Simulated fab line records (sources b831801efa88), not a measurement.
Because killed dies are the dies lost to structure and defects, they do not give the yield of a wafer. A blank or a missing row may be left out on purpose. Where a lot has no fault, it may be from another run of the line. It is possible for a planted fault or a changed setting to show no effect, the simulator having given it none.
Which tool did it? / flow sky130 / 33 wafers from 11 lots sampled at 4 of the route's 708 steps

## WHAT THE GAUGES READ, wafer by wafer
SKY_CAPM_THK_MEAS_04: measures by xrf.
lot=L667; measured=day 37 18:37; on=film metro-04; CAPM_TIN_THK (nm)=202.1 203.9 201.7
lot=L666; measured=day 37 18:41; on=film metro-02; CAPM_TIN_THK (nm)=201.1 197.1 197.8
lot=L668; measured=day 38 06:21; on=film metro-02; CAPM_TIN_THK (nm)=197.5 201.1 198.3
lot=L677; measured=day 40 15:06; on=film metro-04; CAPM_TIN_THK (nm)=204.9 210.1 203.0
lot=L678; measured=day 41 10:07; on=film metro-02; CAPM_TIN_THK (nm)=201.0 201.0 202.0
lot=L679; measured=day 41 10:24; on=film metro-01; CAPM_TIN_THK (nm)=199.9 199.6 199.6
lot=L683; measured=day 42 08:59; on=film metro-02; CAPM_TIN_THK (nm)=196.2 196.9 196.8
lot=L685; measured=day 42 21:58; on=film metro-01; CAPM_TIN_THK (nm)=201.4 202.9 201.6
lot=L687; measured=day 43 15:32; on=film metro-01; CAPM_TIN_THK (nm)=197.3 200.1 199.2
lot=L688; measured=day 43 17:49; on=film metro-01; CAPM_TIN_THK (nm)=204.7 200.8 204.0
lot=L689; measured=day 43 22:56; on=film metro-01; CAPM_TIN_THK (nm)=199.8 200.9 201.6

## EACH LOT AND THE TOOL THAT RAN IT (in order: tool; ch and the chambers of the sampled wafers; start)
lot=L667; SKY_CONTACT_SPUTTER_23=pvd sputter-03, day 33 00:01; SKY_VIA1_STRIP_16=plasma asher-02 ch 0,1, day 35 08:37; SKY_CAPM_SPUTTER_02=pvd sputter-02, day 37 18:23
lot=L666; SKY_CONTACT_SPUTTER_23=pvd sputter-02, day 33 00:52; SKY_VIA1_STRIP_16=plasma asher-02 ch 0,1, day 35 09:42; SKY_CAPM_SPUTTER_02=pvd sputter-03, day 37 18:28
lot=L668; SKY_CONTACT_SPUTTER_23=pvd sputter-02, day 33 11:11; SKY_VIA1_STRIP_16=plasma asher-02 ch 0,1, day 35 19:50; SKY_CAPM_SPUTTER_02=pvd sputter-03, day 38 06:07
lot=L677; SKY_CONTACT_SPUTTER_23=pvd sputter-03, day 35 22:01; SKY_VIA1_STRIP_16=plasma asher-02 ch 0,1, day 38 06:40; SKY_CAPM_SPUTTER_02=pvd sputter-02, day 40 14:50
lot=L678; SKY_CONTACT_SPUTTER_23=pvd sputter-01, day 36 20:28; SKY_VIA1_STRIP_16=plasma asher-01 ch 0,1, day 39 02:24; SKY_CAPM_SPUTTER_02=pvd sputter-03, day 41 09:53
lot=L679; SKY_CONTACT_SPUTTER_23=pvd sputter-03, day 36 20:30; SKY_VIA1_STRIP_16=plasma asher-01 ch 0,1, day 39 03:41; SKY_CAPM_SPUTTER_02=pvd sputter-04, day 41 10:10
lot=L683; SKY_CONTACT_SPUTTER_23=pvd sputter-02, day 37 20:07; SKY_VIA1_STRIP_16=plasma asher-01 ch 0,1, day 40 02:40; SKY_CAPM_SPUTTER_02=pvd sputter-04, day 42 08:44
lot=L685; SKY_CONTACT_SPUTTER_23=pvd sputter-03, day 38 09:10; SKY_VIA1_STRIP_16=plasma asher-02 ch 0,1, day 40 15:57; SKY_CAPM_SPUTTER_02=pvd sputter-04, day 42 21:43
lot=L687; SKY_CONTACT_SPUTTER_23=pvd sputter-01, day 39 05:59; SKY_VIA1_STRIP_16=plasma asher-01 ch 0,1, day 41 11:09; SKY_CAPM_SPUTTER_02=pvd sputter-02, day 43 15:19
lot=L688; SKY_CONTACT_SPUTTER_23=pvd sputter-01, day 39 07:38; SKY_VIA1_STRIP_16=plasma asher-01 ch 0,1, day 41 13:30; SKY_CAPM_SPUTTER_02=pvd sputter-02, day 43 17:34
lot=L689; SKY_CONTACT_SPUTTER_23=pvd sputter-03, day 39 12:17; SKY_VIA1_STRIP_16=plasma asher-04 ch 0,1, day 41 18:17; SKY_CAPM_SPUTTER_02=pvd sputter-02, day 43 22:44
- SKY_CONTACT_SPUTTER_23: material TiN, target thk 20 nm, time 80 s.
- SKY_VIA1_STRIP_16: strips in O2/N2.
- SKY_CAPM_SPUTTER_02: material TiN, target thk 200 nm, time 166.7 s.

## THE ANSWER, worked out from the rows above alone
Rule: the lots themselves supply what counts as usual. The widest of any qualifying gaps counts: lots, ordered by their means at a reading, are off when they make up no more than a third of the lots, leave a main group of 4 or more, and stand apart from it by 3 or more times the standard deviation of that group's means. A main group whose means are all the same, to the digits that the tables above print for the reading, isn't used. Also off: a lot with no number at a reading for which 4 or more lots have one. The other lots that the step has rows for count as sound.
Across all readings shown, no lot is off: no conclusion can be drawn from this.

## WHAT WAS PUT IN BY THE SIMULATOR
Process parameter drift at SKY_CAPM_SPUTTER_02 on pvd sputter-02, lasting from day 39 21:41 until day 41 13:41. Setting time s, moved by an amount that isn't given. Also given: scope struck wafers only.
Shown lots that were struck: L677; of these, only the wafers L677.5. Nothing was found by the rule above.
